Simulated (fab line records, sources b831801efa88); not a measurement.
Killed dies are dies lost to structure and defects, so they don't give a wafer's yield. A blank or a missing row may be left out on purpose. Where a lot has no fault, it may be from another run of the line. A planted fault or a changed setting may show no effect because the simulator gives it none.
A struck lot beside a sound one / flow gf180mcu / 14 steps out of a route of 602
Sound: the wafers L112.1, L112.4, L112.6. Wafers struck: L124.1, L124.4, L124.6. At the end, the cause is stated.
Each step with rows lists, per side, the tool, then ch with its chambers, then its first start. Under that, the readings that differ: sound wafers / struck wafers / difference of the means / sigmas: that difference in standard deviations of wafers without a fault.
alike: readings with means less than 2 such deviations apart, plus words and numbers identical on both sides. not compared: withheld readings, readings lacking a value on some wafer, bounds such as >300 that could conceal the same value, and numbers that have no deviation in the record and whose values overlap.
A row with sigmas, a row that says differs or no value, or rows on one side alone: a step with any of these is where the two part. Numbers that don't overlap but have no deviation are shown without sigmas and don't part them. Lack of a reading on every wafer of one side parts them only where that side has two or more wafers.

first, 1 step without rows for these wafers: GF_V1_CVD_00 (deposits SiO2, target thk 600 nm, time 100 s).
GF_V1_THK_MEAS_01:
  sound on film-metro-03, day 20 07:53; struck on film-metro-01, day 24 21:57
  alike: V1_CVD_00_THK
GF_V1_CVD_02: deposits SiO2 from TEOS, target thk 850 nm, time 94.851 s.
  sound on pecvd-03 ch 0,2, day 20 07:57; struck on pecvd-04 ch 1,2, day 24 22:01
  alike: heater-power-w
GF_V1_THK_MEAS_03:
  sound on film-metro-03, day 20 08:04; struck on film-metro-03, day 24 22:05
  alike: V1_CVD_02_THK
GF_V1_CMP_04: polishes SiO2.
  sound on cmp-02 ch 0,1, day 20 08:08; struck on cmp-02 ch 0,1,3, day 24 22:08
  alike: motor-current-A, time-to-endpoint-s
GF_V1_BOW_MEAS_05:
  sound on film-metro-04, day 20 08:26; struck on film-metro-04, day 24 22:26
reading=V1_BOW (um); sound=86 62 73; struck=87 91 100; difference=+19; sigmas=+2
then, 6 steps without rows for these wafers: GF_V1_DEHYDRATE_06 (time 60 s); GF_V1_HMDS_07 (prime time 60 s); GF_V1_COAT_08; GF_V1_COAT_09 (resist thk 1000 nm); GF_V1_SOFTBAKE_10 (time 60 s); GF_V1_EXPOSE_11 (exposes mask Via1, target cd 260 nm).
GF_V1_PEB_12: peb time 90 s.
  struck on litho-track-04, day 25 20:07; sound on litho-track-02 ch 0, day 21 09:22
  no value came back on the struck wafers for chill-plate-temp-C (C), exhaust-pa (Pa); on the sound wafers chill-plate-temp-C (C) reads 23.04 22.95 22.85
then, 1 step without rows for these wafers: GF_V1_DEVELOP_13 (develop time 60 s).

WHERE THEY PART
Earliest at GF_V1_BOW_MEAS_05; latest, in this record, at GF_V1_PEB_12.

WHY: the cause the simulator had injected
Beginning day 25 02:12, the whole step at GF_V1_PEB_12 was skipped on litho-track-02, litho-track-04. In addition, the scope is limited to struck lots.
